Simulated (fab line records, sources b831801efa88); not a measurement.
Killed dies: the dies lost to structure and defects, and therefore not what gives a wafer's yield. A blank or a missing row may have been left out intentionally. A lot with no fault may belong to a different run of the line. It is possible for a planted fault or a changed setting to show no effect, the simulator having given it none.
Matching of chambers | flow sky130 | 4 sister chambers for SKY_POLY_CUT_ETCH_10 on rie diel-02
The step etches BARC in N2/H2, stops on SiO2, time 45.9 s, target depth 60 nm. 18 wafers are shown with their chamber, then 9 later ones without.

== WAFERS WITH THEIR CHAMBER ==
wafer  | chamber | chamber pressure mTorr (mTorr) | throttle valve pct (%) | oes product au (a.u.)
L074.3 | 1       | 29.975                         | 13.222                 | 0.857
L074.4 | 0       | 30.026                         | 13.211                 | 0.850
L074.6 | 2       | 29.971                         | 13.205                 | 0.854
L077.2 | 3       | 30.018                         | 13.220                 | 0.854
L077.3 | 1       | 29.990                         | 13.215                 | 0.861
L077.6 | 2       | 29.997                         | 13.231                 | 0.847
L078.3 | 2       | 30.024                         | 13.221                 | 0.855
L078.4 | 2       | 29.992                         | 13.231                 | 0.862
L078.5 | 1       | 30.006                         | 13.228                 | 0.855
L085.1 | 0       | 30.041                         | 13.220                 | 0.856
L085.2 | 1       | 29.999                         | 13.227                 | 0.859
L085.3 | 2       | 30.012                         | 13.212                 | 0.853
L088.1 | 3       | 30.044                         | 13.222                 | 0.856
L088.3 | 2       | 29.984                         | 13.227                 | 0.852
L088.4 | 1       | 29.981                         | 13.221                 | 0.860
L089.2 | 1       | 30.001                         | 13.226                 | 0.854
L089.3 | 2       | 30.005                         | 13.237                 | 0.856
L089.6 | 2       | 29.952                         | 13.230                 | 0.858

SIGNATURES, as means of the wafers listed above
reading                | chamber 0 | chamber 1 | chamber 2 | chamber 3 | scatter within a chamber
chamber pressure mTorr | 30.03350  | 29.99200  | 29.99213  | 30.03100  | 0.0187
throttle valve pct     | 13.21550  | 13.22317  | 13.22425  | 13.22100  | 0.0084
oes product au         | 0.85300   | 0.85767   | 0.85462   | 0.85500   | 0.00373
Rule: distance of a wafer from a chamber = root of the sum over the readings of ((wafer's reading minus chamber's mean) / reading's scatter) squared. If the next closest chamber is less than 2 further off than the closest, the wafer can't be placed; otherwise it belongs to the closest. How the scatter is found: for the shown wafers, subtract from each reading the mean of its chamber, square and add these, divide the total by (wafers less chambers), then take the root.

== WAFERS WHOSE CHAMBER IS MISSING ==
wafer  | chamber pressure mTorr (mTorr) | throttle valve pct (%) | oes product au (a.u.)
L092.2 | 30.014                         | 13.220                 | 0.857
L092.4 | 29.980                         | 13.214                 | 0.861
L092.6 | 29.984                         | 13.231                 | 0.853
L093.3 | 30.037                         | 13.238                 | 0.854
L093.4 | 30.041                         | 13.211                 | 0.851
L093.6 | 30.008                         | 13.228                 | 0.856
L095.2 | 30.049                         | 13.234                 | 0.852
L095.3 | 29.995                         | 13.220                 | 0.851
L095.5 | 29.966                         | 13.226                 | 0.853

== WHICH CHAMBER EACH WENT THROUGH ==
wafer  | from the rows above               | in truth
L092.2 | can't be placed: 3 or 1 or 2 or 0 | 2
L092.4 | can't be placed: 1 or 2 or 3      | 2
L092.6 | can't be placed: 2 or 1 or 3      | 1
L093.3 | can't be placed: 3 or 0 or 2 or 1 | 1
L093.4 | can't be placed: 0 or 3           | 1
L093.6 | can't be placed: 2 or 1 or 3 or 0 | 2
L095.2 | can't be placed: 3 or 0 or 2 or 1 | 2
L095.3 | can't be placed: 2 or 1 or 0 or 3 | 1
L095.5 | can't be placed: 2 or 1           | 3
0 of 9 placed correctly. Cannot be placed on the basis of these rows: 9; the candidates contain the true chamber in 7. Wrongly placed: 0.
